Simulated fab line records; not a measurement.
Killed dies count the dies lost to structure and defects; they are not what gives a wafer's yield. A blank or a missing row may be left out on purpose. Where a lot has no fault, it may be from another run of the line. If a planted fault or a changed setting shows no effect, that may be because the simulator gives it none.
Which tool was responsible?	flow gf180mcu	Sampling: 13 lots, 39 wafers, 4 of 602 route steps

WHAT THE GAUGES SHOWED, per wafer
GF_M4_OVL_MEAS_15. Usual: M4_OVL typically reads 0 nm, with standard deviation 5.7.
lot	measured	on	M4_OVL (nm)	flag
L297	day 23 19:45	overlay-01	-1 5 2	
L299	day 24 10:23	overlay-01	6 5 4	
L300	day 24 19:18	overlay-01	-3 -5 -2	
L302	day 25 10:36	overlay-01	-2 -5 -5	
L303	day 25 22:10	overlay-01	0 1 -4	
L306	day 26 22:01	overlay-01	-3 -4 -3	
L308	day 27 10:55	overlay-02	4 0 2	
L309	day 27 20:01	overlay-01	-4 -1 0	
L310	day 27 23:34	overlay-02	-5 0 -4	
L312	day 28 14:36	overlay-01	16 11 1	
L317	day 30 01:51	overlay-01	-12 -8 -14	
L318	day 30 07:31	overlay-01	5 -3 1	
L319	day 30 14:51	overlay-01	9 6 5	

WHAT TOOL EACH LOT RAN ON (gives the tool, then ch and the chambers of the sampled wafers, and finally the start)
lot	GF_VT_IMPLANT_STRIP_20	GF_V2_SPUTTER_22	GF_M3_SPUTTER_00
L297	plasma asher-02 ch 0,1, day 6 14:14	pvd sputter-04, day 20 17:10	pvd sputter-03, day 20 17:48
L299	plasma asher-04 ch 0,1, day 7 00:50	pvd sputter-04, day 21 09:50	pvd sputter-03, day 21 10:28
L300	plasma asher-03 ch 0,1, day 7 05:50	pvd sputter-03, day 21 19:27	pvd sputter-04, day 21 20:05
L302	plasma asher-04 ch 0,1, day 7 19:22	pvd sputter-04, day 22 12:03	pvd sputter-01, day 22 12:41
L303	plasma asher-04 ch 0,1, day 8 02:52	pvd sputter-04, day 23 01:07	pvd sputter-04, day 23 01:45
L306	plasma asher-03 ch 0,1, day 8 23:28	pvd sputter-04, day 24 02:30	pvd sputter-01, day 24 03:14
L308	plasma asher-04 ch 0,1, day 9 08:38	pvd sputter-03, day 24 16:13	pvd sputter-04, day 24 16:50
L309	plasma asher-02 ch 0,1, day 9 15:55	pvd sputter-04, day 25 02:30	pvd sputter-01, day 25 03:08
L310	plasma asher-03 ch 0,1, day 9 23:11	pvd sputter-03, day 25 05:35	pvd sputter-01, day 25 06:13
L312	plasma asher-02 ch 0,1, day 10 08:52	pvd sputter-02, day 25 21:58	pvd sputter-01, day 25 22:36
L317	plasma asher-03 ch 0,1, day 11 20:11	pvd sputter-02, day 27 12:26	pvd sputter-03, day 27 13:04
L318	plasma asher-04 ch 0,1, day 12 04:17	pvd sputter-02, day 27 18:39	pvd sputter-04, day 27 19:17
L319	plasma asher-03 ch 0,1, day 12 12:20	pvd sputter-04, day 28 02:13	pvd sputter-03, day 28 02:51
- GF_VT_IMPLANT_STRIP_20: strips in O2/N2.
- GF_V2_SPUTTER_22: material TiN, target thk 10 nm, time 40 s.
- GF_M3_SPUTTER_00: material Ti, target thk 37.5 nm, time 150 s.

AS READ BY THE TOOLS THEMSELVES (means over the sampled wafers that have a number; for cases with no such wafer, the mark the record gives instead)
GF_VT_IMPLANT_STRIP_20. Usual: chamber pressure mTorr 1500.1 mTorr, standard deviation 1.5; drypump motor current A 5.9 A, standard deviation 0.46; heater power w 320 W, standard deviation 55; oes product au 0.716 a.u., standard deviation 0.0043; strip time to endpoint s 12.64 s, standard deviation 0.036.
lot	tool	chamber pressure mTorr (mTorr)	drypump motor current A (A)	heater power w (W)	oes product au (a.u.)	strip time to endpoint s (s)	flag
L297	plasma asher-02	1499.5	5.7	319	0.713	12.63	
L299	plasma asher-04	1501.1	5.6	315	0.714	12.58	
L300	plasma asher-03	1500.7	6.4	328	0.716	12.64	
L302	plasma asher-04	1500.5	5.9	312	0.711	12.64	
L303	plasma asher-04	1499.4	5.6	316	0.717	12.59	
L306	plasma asher-03	1500.7	6.4	326	0.716	12.62	
L308	plasma asher-04	1499.7	6.0	309	0.718	12.66	
L309	plasma asher-02	1500.4	5.5	370	0.713	12.63	
L310	plasma asher-03	1498.5	6.4	325	0.712	12.63	
L312	plasma asher-02	1500.3	5.6	372	0.718	12.63	
L317	plasma asher-03	1499.4	6.3	287	0.718	12.67	
L318	plasma asher-04	1500.2	6.0	305	0.718	12.69	
L319	plasma asher-03	1500.2	6.4	324	0.714	12.67	

GF_V2_SPUTTER_22. Usual: cathode dc power W 4000.0 W, standard deviation 0.77; throttle valve pct 30.3 %, standard deviation 0.75.
lot	tool	cathode dc power W (W)	throttle valve pct (%)	flag
L297	pvd sputter-04	3999.1	29.5	
L299	pvd sputter-04	4000.3	29.7	
L300	pvd sputter-03	3999.7	30.6	
L302	pvd sputter-04	3999.6	29.3	
L303	pvd sputter-04	4000.3	29.8	
L306	pvd sputter-04	3999.9	29.8	
L308	pvd sputter-03	4000.5	30.9	
L309	pvd sputter-04	3998.7	30.5	
L310	pvd sputter-03	4000.3	30.2	
L312	pvd sputter-02	4000.1	30.6	
L317	pvd sputter-02	3999.5	30.8	
L318	pvd sputter-02	4000.4	30.4	
L319	pvd sputter-04	3999.1	30.3	

GF_M3_SPUTTER_00. Usual: cathode dc power W 4000.0 W, standard deviation 0.75; throttle valve pct 30.0 %, standard deviation 0.77.
lot	tool	cathode dc power W (W)	throttle valve pct (%)	flag
L297	pvd sputter-03	4000.5	30.2	
L299	pvd sputter-03	3999.6	29.8	
L300	pvd sputter-04	4000.2	29.7	
L302	pvd sputter-01	4000.4	30.1	
L303	pvd sputter-04	3999.4	30.3	
L306	pvd sputter-01	4000.4	29.9	
L308	pvd sputter-04	3999.6	29.7	
L309	pvd sputter-01	4000.5	29.8	
L310	pvd sputter-01	3999.5	29.6	
L312	pvd sputter-01	4000.2	29.9	
L317	pvd sputter-03	4000.2	31.2	
L318	pvd sputter-04	3999.9	30.3	
L319	pvd sputter-03	4000.1	30.6	

THE ANSWER, worked out from the rows above alone
Rule: a lot is off if the mean of its wafers that have a number lies more than 3 standard deviations from the usual mean. Also off: a lot with no number at a reading for which 4 or more lots have one. All remaining lots with rows at the step are treated as sound. Order of review: gauges by route order, followed by the tools' own readings, for which a lot's mean as printed above is used. At the first step where some lot is off, the reading lying furthest off is the one used; lots without a number count as furthest.
No lot is off on any of the readings shown, so nothing can be concluded from this.

WHAT THE SIMULATOR HAD INSERTED
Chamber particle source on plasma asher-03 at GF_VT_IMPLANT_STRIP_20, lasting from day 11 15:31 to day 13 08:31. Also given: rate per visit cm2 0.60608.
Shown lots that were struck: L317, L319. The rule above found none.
